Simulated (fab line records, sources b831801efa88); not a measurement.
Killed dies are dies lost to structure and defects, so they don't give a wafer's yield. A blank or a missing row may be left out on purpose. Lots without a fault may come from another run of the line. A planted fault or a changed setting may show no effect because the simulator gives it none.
Chamber matching | flow sky130 | SKY_PASSIVATION_CVD_00 on pecvd-02: 3 sister chambers
The step deposits SiO2, target thk 90 nm. 6 wafers are shown with their chamber, then 12 later ones without.

WAFERS WITH THEIR CHAMBER
wafer  | chamber | heater_power_w (W)
L086.3 | 1       | 706
L086.4 | 1       | 696
L086.5 | 0       | 558
L088.1 | 2       | 556
L088.4 | 2       | 568
L088.5 | 0       | 535

WAFERS WITHOUT THEIR CHAMBER
wafer  | heater_power_w (W)
L092.1 | 616
L092.2 | 486
L092.3 | 522
L092.4 | 524
L092.5 | 615
L092.6 | 510
L093.1 | 547
L093.5 | 739
L093.6 | 585
L096.2 | 660
L096.3 | 533
L096.6 | 670

WHICH CHAMBER EACH WENT THROUGH
wafer  | from the rows above     | in truth
L092.1 | can't be placed: 2 or 0 | 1
L092.2 | can't be placed: 0 or 2 | 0
L092.3 | can't be placed: 0 or 2 | 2
L092.4 | can't be placed: 0 or 2 | 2
L092.5 | can't be placed: 2 or 0 | 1
L092.6 | can't be placed: 0 or 2 | 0
L093.1 | can't be placed: 0 or 2 | 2
L093.5 | 1                       | 1
L093.6 | can't be placed: 2 or 0 | 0
L096.2 | 1                       | 1
L096.3 | can't be placed: 0 or 2 | 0
L096.6 | 1                       | 1
Placed correctly: 3 of 12. Can't be placed from these rows: 9 (the true chamber is among the candidates in 7). Placed wrongly: 0.
How it was worked out, from the rows above alone: a wafer's distance from a chamber is the root of the sum, over the readings, of the square of ((its reading less the chamber's mean) divided by the reading's scatter). The wafer belongs to the nearest chamber; if the next one is less than 2 further off, it can't be placed. A chamber's mean is the mean of its shown wafers. The scatter: the root of (the sum of the squares of (reading less its chamber's mean) over the shown wafers, divided by (wafers less chambers)).
